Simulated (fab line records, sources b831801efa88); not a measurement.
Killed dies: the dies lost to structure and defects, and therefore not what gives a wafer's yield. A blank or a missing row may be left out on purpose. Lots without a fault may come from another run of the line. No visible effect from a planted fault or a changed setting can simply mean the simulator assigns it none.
Problem report, 8D (eight disciplines) form, completed by code | flow sky130 | the parts of the form that need people (team, actions taken, sign-off) are left out

== 1. WHAT WENT WRONG ==
Wafers without a fault read 48.51 W, standard deviation 0.15; biasW at SKY_METAL5_METAL_ETCH_15 reads a mean of 60.11 W on 6 wafers belonging to 2 lots. Measured from the usual mean, that is +77 standard deviations.
The step: etches the open film in Cl2/BCl3, stops on SiO2, target depth 1260 nm, time 252 s.
First observed at day 48 06:15: wafer L605.1, on rieMetal-04. The record holds 30 wafers of 10 lots with a number at this step. Rule for "out" (also "out of limits"): further than 4 standard deviations from the usual mean. The other wafers with a number count as sound.

== 2. WHAT IT IS, WHAT IT ISN'T ==
question                    | is                     | is not
which readings at this step | biasW                  | bcl3FlowSccm, drypumpMotorCurrentA, mfcCl2Sccm, oesProductAu, throttleValvePct
which lots                  | L605, L606             | L590, L592, L596, L597, L598, L607, L608, L609
which wafers of those lots  | all that have a number | -
read on which tools         | rieMetal-04            | rieMetal-02, rieMetal-03
when                        | from day 48 06:15      | up to then (15 sound wafers); but 9 sound wafers of L607, L608, L609 came after

== 3. WHAT RULES OUT EACH SUSPECT ==
Counting: a tool stays on the suspect list if, at a process step up to the reading, it processed all lots that are out and no sound lot following the first of them.
- cmp-01 at SKY_VIA4_CMP_21 (polishes, stops on SiO2, t overpolish 25 s, target thk 0 nm): ruled out as a lasting fault. Sound lots L607, L608, L609 ran on it after its first lot that is out, L605 (day 47 09:59).
- pvdSputter-02 at SKY_METAL5_SPUTTER_01 (material TiN, target thk 20 nm, time 16.7 s): ruled out as a lasting fault. Sound lots L607, L608, L609 ran on it after its first lot that is out, L605 (day 47 10:12).
- pvdSputter-02 at SKY_METAL5_SPUTTER_03 (material Ti, target thk 5 nm, time 3.3 s): ruled out as a lasting fault. Sound lots L607, L608, L609 ran on it after its first lot that is out, L605 (day 47 10:17).
- rieMetal-04 at SKY_METAL5_METAL_ETCH_15 (etches the open film in Cl2/BCl3, stops on SiO2, target depth 1260 nm, time 252 s): kept. It ran every lot that is out, first L605 (day 48 06:15), and no sound lot after that; its last sound lot up to then is L597 (day 46 05:12). On those wafers its own readings are out: biasW.
The count leaves rieMetal-04 at SKY_METAL5_METAL_ETCH_15.

== 4. THE CAUSE (what the simulator had put in) ==
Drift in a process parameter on rieMetal-04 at SKY_METAL5_METAL_ETCH_15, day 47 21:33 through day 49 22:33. The setting biasW was moved by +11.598, starting from 48.5. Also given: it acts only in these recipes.
Counting left only this tool.

== 5. THE EFFECT CHAIN, in route order ==
Each row: a reading where the mean over the struck wafers with a number is more than 3 standard deviations away from the usual. Scope: only readings with a usual standard deviation given in the record; hours: median across lots of the time from each lot's start at the first step in this table that gives one to its start at this step; sigmas: change in usual standard deviations.
hours | step                     | reading              | usual   | on struck wafers | change | sigmas
0     | SKY_METAL5_METAL_ETCH_15 | biasW                | 48.51 W | 60.11            | +11.60 | +77
0     | SKY_METAL5_STRIP_16      | stripTimeToEndpointS | 13.03 s | 12.20            | -0.83  | -5.5
Process steps it contains:
- SKY_METAL5_METAL_ETCH_15: etches the open film in Cl2/BCl3, stops on SiO2, target depth 1260 nm, time 252 s.
- SKY_METAL5_STRIP_16: strips in O2/N2.

== 6. HOW IT WOULD HAVE BEEN CAUGHT EARLIER ==
First out-of-limits reading in this record: day 48 06:15, which is 9 hours after fault onset at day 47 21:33.
